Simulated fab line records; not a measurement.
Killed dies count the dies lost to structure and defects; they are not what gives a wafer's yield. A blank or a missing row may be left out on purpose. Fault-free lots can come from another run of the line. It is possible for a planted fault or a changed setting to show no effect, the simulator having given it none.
2 desks, one fault + flow sky130 + each desk has only its own numbers; what lay behind them comes last

== TOOL OWNER'S DESK, furnace-02 ==
The tool's own readings at SKY_SONOS_ONO_OXIDATION_00 (stabilise 600 s, purge 300 s, target thk 2.6 nm): means of the sampled wafers that have a number, for each lot that ran on this tool. The brackets show how far a lot's mean lies from the usual mean; more than 4 standard deviations puts the lot out of limits, marked OUT.
Columns: A = ox_temp_c at SKY_SONOS_ONO_OXIDATION_00, usual 800.1 C; B = ox_temp_c_max at SKY_SONOS_ONO_OXIDATION_00, usual 803.6; C = spike_tc_top_C at SKY_SONOS_ONO_OXIDATION_00, usual 810.2 C; D = tube_center_temp_C_max at SKY_SONOS_ONO_OXIDATION_00, usual 802.0; E = zone_power_bottom_pct at SKY_SONOS_ONO_OXIDATION_00, usual 22.0 %; F = zone_power_upper_pct at SKY_SONOS_ONO_OXIDATION_00, usual 13.2 %
| lot  | first seen here | A     | B     | C     | D     | E    | F    |
|------|-----------------|-------|-------|-------|-------|------|------|
| L141 | day 11 16:50    | 800.0 | 803.4 | 809.7 | 802.2 | 22.2 | 13.8 |
| L142 | day 11 23:30    | 800.1 | 803.1 | 809.6 | 802.2 | 22.2 | 13.7 |
| L145 | day 12 14:49    | 799.8 | 803.2 | 809.4 | 801.9 | 22.1 | 13.8 |
| L158 | day 16 22:17    | 800.0 | 803.2 | 809.4 | 802.1 | 22.2 | 13.8 |
| L163 | day 18 16:17    | 800.0 | 803.1 | 810.3 | 801.9 | 22.3 | 13.9 |
| L164 | day 18 20:33    | 800.4 | 803.5 | 809.1 | 802.0 | 22.4 | 13.9 |
This desk's finding: nothing out of limits on any of the 6 lots.

== METROLOGY DESK ==
Means of the sampled wafers that have a number, per lot and without regard to the tool the lot ran on: this is what the gauges read. The brackets show how far a lot's mean lies from the usual mean; more than 4 standard deviations puts the lot out of limits, marked OUT.
Columns: A = SONOS_ONO_CVD_02_THK at SKY_SONOS_ONO_THK_MEAS_03, usual 10.38 nm; B = SONOS_ONO_OVL at SKY_SONOS_ONO_OVL_MEAS_14, usual -0.2 nm
| lot  | first seen here | A     | B    |
|------|-----------------|-------|------|
| L141 | day 11 20:17    | 10.16 | -1.9 |
| L142 | day 12 03:37    | 10.29 | 0.1  |
| L143 | day 12 07:40    | 10.23 | 2.5  |
| L145 | day 12 18:27    | 10.26 | -0.9 |
| L147 | day 13 08:28    | 10.32 | -1.5 |
| L148 | day 13 19:39    | 10.32 | -1.3 |
| L149 | day 13 23:42    | 10.33 | -3.0 |
| L150 | day 14 09:37    | 10.36 | 2.8  |
| L151 | day 14 14:01    | 10.38 | 0.1  |
| L158 | day 17 01:32    | 10.41 | -0.3 |
| L159 | day 17 07:03    | 10.34 | -1.5 |
| L161 | day 17 22:31    | 10.43 | -1.3 |
| L162 | day 18 08:02    | 10.24 | 0.2  |
| L163 | day 18 18:45    | 10.30 | -1.2 |
| L164 | day 19 00:10    | 10.47 | -1.1 |
This desk's finding: nothing out of limits on any of the 15 lots.

== ALL TOGETHER ==
The tool owner's desk saw nothing out of limits.
At the metrology desk, nothing out of limits was observed.

== WHAT THE SIMULATOR HAD PUT IN ==
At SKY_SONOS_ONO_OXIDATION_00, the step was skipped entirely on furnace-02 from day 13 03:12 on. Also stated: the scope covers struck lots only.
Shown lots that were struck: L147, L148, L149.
